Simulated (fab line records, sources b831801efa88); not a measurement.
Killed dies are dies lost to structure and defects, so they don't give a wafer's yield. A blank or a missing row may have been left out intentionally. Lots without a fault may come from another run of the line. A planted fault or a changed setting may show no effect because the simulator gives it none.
Problem report, 8D (eight disciplines) form, completed by code -- flow gf180mcu -- the parts of the form that need people (team, actions taken, sign-off) are left out

== 1. THE PROBLEM ==
Wafers free of any fault read 0.383 ohm/sq (standard deviation 0.004) for CONTACT_W_RS at GF_CONTACT_RS_MEAS_25, against a mean of 0.543 ohm/sq on 3 wafers of 2 lots. That is +40 standard deviations from the usual mean.
The step: measures by four-point-probe.
Earliest sighting: wafer L664.3 on film_metro-04 at day 17 23:17. The record has a number at this step for 36 wafers belonging to 12 lots. By rule, "out" or "out of limits" means more than 4 standard deviations away from the usual mean. Any other wafer with a number is counted as sound.

== 2. WHAT IT IS; WHAT IT IS NOT ==
question,is,is not
which readings at this step,CONTACT_W_RS,-
which lots,"L664, L665","L659, L661, L672, L673, L674, L675, L676, L677, L680, L682"
which wafers of those lots,"L664.3, L664.6, L665.6","L664.1, L665.1, L665.4"
read on which gauges,film_metro-04,"film_metro-01, film_metro-03"
when,from day 17 23:17,"up to then (7 sound wafers); but 26 sound wafers of L665, L672, L673, L674, L675, L676, L677, L680, L682 came after"

== 3. SUSPECTS, AND WHAT RULES EACH OUT ==
Counting: if a tool at a process step up to the reading ran every lot that is out, it stays a suspect. Sound lots after the first of them don't rule it out here, since some wafers of a struck lot are sound.
- the gauge at GF_CONTACT_RS_MEAS_25 has been ruled out. All the wafers that are out were read on film_metro-04, but those of them that GF_CONTACT_CMP_27 has rows for are out there too, on other tools.
- cvd_w-02 at GF_CONTACT_CVD_24 (deposits W, target thk 300 nm, time 90.339 s): kept. It processed each lot that is out (first: L664, day 17 23:11); up to then, its last sound lot is L661 (day 16 18:47).
Left after counting: cvd_w-02 at GF_CONTACT_CVD_24.

== 4. THE CAUSE (what the simulator had put in) ==
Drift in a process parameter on cvd_w-02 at GF_CONTACT_CVD_24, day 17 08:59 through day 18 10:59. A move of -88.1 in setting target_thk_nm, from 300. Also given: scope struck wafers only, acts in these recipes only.
Counting left only this tool.

== 5. THE EFFECT CHAIN, in route order ==
Each row: a reading whose mean over the struck wafers that have a number lies more than 3 standard deviations from the usual. Only readings whose record carries a usual standard deviation are examined. hours: median over the lots of the time between each lot's start at the first step of this table that gives one and its start at this step. sigmas: the change, counted in usual standard deviations.
hours,step,reading,usual,on struck wafers,change,sigmas
0,GF_CONTACT_RS_MEAS_25,CONTACT_W_RS,0.383 ohm/sq,0.543,+0.160,+40
0,GF_CONTACT_THK_MEAS_26,CONTACT_W_THK,292 nm,206,-86,-24
0,GF_CONTACT_CMP_27,time_to_endpoint_s,72.8 s,51.5,-21.3,-7.9
It contains these process steps:
- GF_CONTACT_CMP_27: polishes, stops on SiO2, t overpolish 15 s, target thk 0 nm.
Later measuring or inspecting steps at which every struck wafer that the step has a row for has a number for every such reading, and none has moved that far: GF_V5_OVL_MEAS_15.

== 6. WHAT WOULD HAVE CAUGHT IT SOONER ==
Counted from the fault's start at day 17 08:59, it took 14 hours until the first out-of-limits reading at a measuring or inspecting step in this record, taken at day 17 23:17.
Of the tool readings at GF_CONTACT_CVD_24 for which the record gives a usual standard deviation, none was out on any struck wafer, so an alarm limit of 4 standard deviations on them would not have fired.
Among the 2 lots that are out, L665 began GF_CONTACT_CVD_24 on cvd_w-02 after day 17 23:17. It would have been spared by a hold on the tool at that moment.
